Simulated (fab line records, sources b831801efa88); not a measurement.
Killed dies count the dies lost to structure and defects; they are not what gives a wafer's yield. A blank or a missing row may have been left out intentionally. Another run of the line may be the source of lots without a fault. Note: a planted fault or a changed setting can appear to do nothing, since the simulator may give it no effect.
Struck lot and sound lot, side by side	flow sky130	15 out of 708 route steps
Sound: the wafers L843.1, L843.4, L843.6. Struck: wafer L836.6; the same lot's L836.4 was not struck, so it is left out; see the end for the cause.
At each step with rows: each side's tool, then ch and its chambers, then its first start. Under that, the readings that differ: sound wafers	struck wafers	difference of the means	sigmas: that difference in standard deviations of wafers without a fault.
alike: readings with means less than 2 such deviations apart, plus words and numbers identical on both sides. not compared: withheld readings, readings lacking a value on some wafer, bounds such as >300 that could conceal the same value, and numbers that have no deviation in the record and whose values overlap.
A row with sigmas, a row that says differs or no value, or rows on one side alone: a step with any of these is where the two part. Non-overlapping numbers with no deviation appear without sigmas and do not part them. Lack of a reading on every wafer of one side parts them only where that side has two or more wafers.

SKY_METAL3_STRIP_19: strips in O2/N2.
  sound on plasmaAsher-03 ch 0,1, day 44 08:34; struck on plasmaAsher-02 ch 1, day 42 21:23
  alike: drypumpMotorCurrentA, o2FlowSccm, oesProductAu, stripTimeToEndpointS
  not compared: rfHoursCounterH
then, 4 steps without rows for these wafers: SKY_METAL3_STRIP_20 (strips in post etch residue remover, time 1200 s); SKY_METAL3_CLEAN_21 (cleans in IPA, time 180 s); SKY_METAL3_CLEAN_22 (cleans in O3/DIW); SKY_VIA3_HDPCVD_00 (deposits SiO2, target thk 1635 nm, time 272.5 s).
SKY_VIA3_THK_MEAS_01:
  sound: filmMetro-03 at day 44 09:23; struck: filmMetro-02 at day 42 22:08
  alike: VIA3_HDPCVD_THK
SKY_VIA3_CMP_02: polishes SiO2.
  sound on cmp-01 ch 0,2,3, day 44 09:26; struck on cmp-02 ch 0, day 42 22:16
reading	sound	struck	difference	sigmas
motorCurrentA (A)	10.9 11.5 9.3	14.2	+3.6	+2
  alike: retainingRingPressureFrac, slurryFilterDpKPa
SKY_VIA3_BOW_MEAS_03:
  sound: filmMetro-04 at day 44 09:44; struck: filmMetro-04 at day 42 22:31
  alike: VIA3_BOW
then, 4 steps without rows for these wafers: SKY_VIA3_DEHYDRATE_04 (time 60 s); SKY_VIA3_HMDS_05 (prime time 60 s); SKY_VIA3_COAT_06 (resist thk 60 nm); SKY_VIA3_COAT_07 (resist thk 450 nm).
SKY_VIA3_SOFTBAKE_08: time 90 s.
  sound on lithoTrack-03 ch 0, day 44 21:00; struck on lithoTrack-01 ch 0, day 43 09:00
reading	sound	struck	difference	sigmas
heaterPowerTotalW (W)	57.30 57.32 57.57	60.48	+3.08	+26
runLengthS (s)	118.78 118.75 118.90	106.69	-12.12	-61
then, 1 step without rows for these wafers: SKY_VIA3_EXPOSE_09 (exposes mask VIM3, target cd 200 nm).
-- the record jumps here: 6 days lie between the struck wafers' starts before and after (it left off in module VIA3 and takes up again in module PAD_OPEN, whose first step shown is number 708 of the route) --
SKY_PAD_OPEN_PROBE_99:
  sound: prober-01 at day 50 11:06; struck: prober-01 at day 49 06:06
  alike: defectLimitedYield, killed_at_M0_to_M3, killed_at_M4_up, killedAtContacts, killedAtFrontEnd, killedAtOther, killedDies, killedOpen, killedShort, sort_bin_3_pad_short, sort_bin_5_function, sort_bin_6_memory, sortNPass, sortYieldPct

WHERE THEY PART
First at SKY_VIA3_CMP_02; last, within this record, at SKY_VIA3_SOFTBAKE_08. Later steps at which nothing parts them and some readings are alike: SKY_PAD_OPEN_PROBE_99.

WHY: what had been put in by the simulator
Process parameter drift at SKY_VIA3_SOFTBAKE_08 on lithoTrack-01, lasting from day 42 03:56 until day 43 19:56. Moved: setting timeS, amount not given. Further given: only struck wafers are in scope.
